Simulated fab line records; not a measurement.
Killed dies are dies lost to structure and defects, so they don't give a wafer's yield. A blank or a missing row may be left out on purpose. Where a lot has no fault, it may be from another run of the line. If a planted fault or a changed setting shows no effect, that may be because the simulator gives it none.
Code-filled problem report in 8D (eight disciplines) form | flow sky130 | the parts of the form that need people (team, actions taken, sign-off) are left out

1. WHAT WENT WRONG
Wafers with no fault read 0.867 a.u. with a standard deviation of 0.0069, whereas oesProductAu at SKY_METAL4_METAL_ETCH_18 reads a mean of 0.814 a.u. on 1 wafer of 1 lot. That puts it -7.7 standard deviations away from the usual mean.
The step: etches the open film in Cl2/BCl3, stops on SiO2, target depth 845 nm, time 183.1 s.
The first sign was on wafer L146.5 at day 44 09:24, on rieMetal-02. The record has a number at this step for 39 wafers belonging to 13 lots. Rule for "out" (also "out of limits"): further than 4 standard deviations from the usual mean. All remaining wafers that have a number are taken as sound.

2. WHAT IT IS, AND WHAT IT ISN'T
question                    | is                | is not
which readings at this step | oesProductAu      | drypumpMotorCurrentA, throttleValvePct
which lots                  | L146              | L136, L137, L139, L140, L141, L142, L151, L152, L154, L157, L158, L159
which wafers of those lots  | L146.5            | L146.2, L146.3
read on which tools         | rieMetal-02       | rieMetal-01, rieMetal-04
when                        | from day 44 09:24 | up to then (20 sound wafers); but 18 sound wafers of L151, L152, L154, L157, L158, L159 came after

3. WHAT RULES OUT EACH SUSPECT
Counting: if a tool at a process step up to the reading ran every lot that is out, it stays a suspect. Sound lots after the first of them don't rule it out here, since some wafers of a struck lot are sound.
- plasmaAsher-03 at SKY_CONTACT_STRIP_19 (strips in O2/N2): kept. The lot that is out, L146, ran on it at day 34 14:40; the last sound lot it ran before that was L142, at day 33 17:10.
- cvdW-02 at SKY_VIA1_CVD_21 (deposits W, target thk 270 nm, time 80.902 s): kept. The lot that is out, L146, ran on it at day 36 22:59; the last sound lot it ran before that was L141, at day 36 00:09.
- cmp-01 at SKY_VIA2_CMP_02 (polishes SiO2): kept. The lot that is out, L146, ran on it at day 38 03:00; the last sound lot it ran before that was L141, at day 37 03:33.
- rieMetal-02 at SKY_METAL4_METAL_ETCH_18 (etches the open film in Cl2/BCl3, stops on SiO2, target depth 845 nm, time 183.1 s): kept. The lot that is out, L146, ran on it at day 44 09:24; the last sound lot it ran before that was L140, at day 43 06:45. On those wafers its own readings are out: oesProductAu.
- At SKY_METAL4_METAL_ETCH_18 on rieMetal-02, chamber 1 took the sound wafers of the same lots and chamber 0 took the wafers that are out.
Left after counting: plasmaAsher-03 at SKY_CONTACT_STRIP_19, cvdW-02 at SKY_VIA1_CVD_21, cmp-01 at SKY_VIA2_CMP_02, rieMetal-02 at SKY_METAL4_METAL_ETCH_18.

4. THE CAUSE (what the simulator had put in)
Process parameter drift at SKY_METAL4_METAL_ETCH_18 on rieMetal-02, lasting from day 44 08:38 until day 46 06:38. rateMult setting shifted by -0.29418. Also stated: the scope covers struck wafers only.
Of the 4 suspects that counting leaves, this tool is one.

5. SEQUENCE OF EFFECTS, ordered by route
One row per reading whose mean, taken over the struck wafers that have a number, lies over 3 standard deviations from the usual. Scope: only readings with a usual standard deviation given in the record; hours: median across lots of the time from each lot's start at the first step in this table that gives one to its start at this step; sigmas: change in usual standard deviations.
hours | step                     | reading              | usual      | on struck wafers | change | sigmas
0     | SKY_METAL4_METAL_ETCH_18 | oesProductAu         | 0.867 a.u. | 0.814            | -0.053 | -7.7
0     | SKY_METAL4_STRIP_19      | oesProductAu         | 0.501 a.u. | 0.566            | +0.065 | +11
0     | SKY_METAL4_STRIP_19      | stripTimeToEndpointS | 6.52 s     | 8.09             | +1.57  | +17
It contains these process steps:
- SKY_METAL4_METAL_ETCH_18: etches the open film in Cl2/BCl3, stops on SiO2, target depth 845 nm, time 183.1 s.
- SKY_METAL4_STRIP_19: strips in O2/N2.

6. WHAT WOULD HAVE CAUGHT IT SOONER
In this record the first reading out of limits was taken at day 44 09:24, 1 hour after the fault began at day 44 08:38.
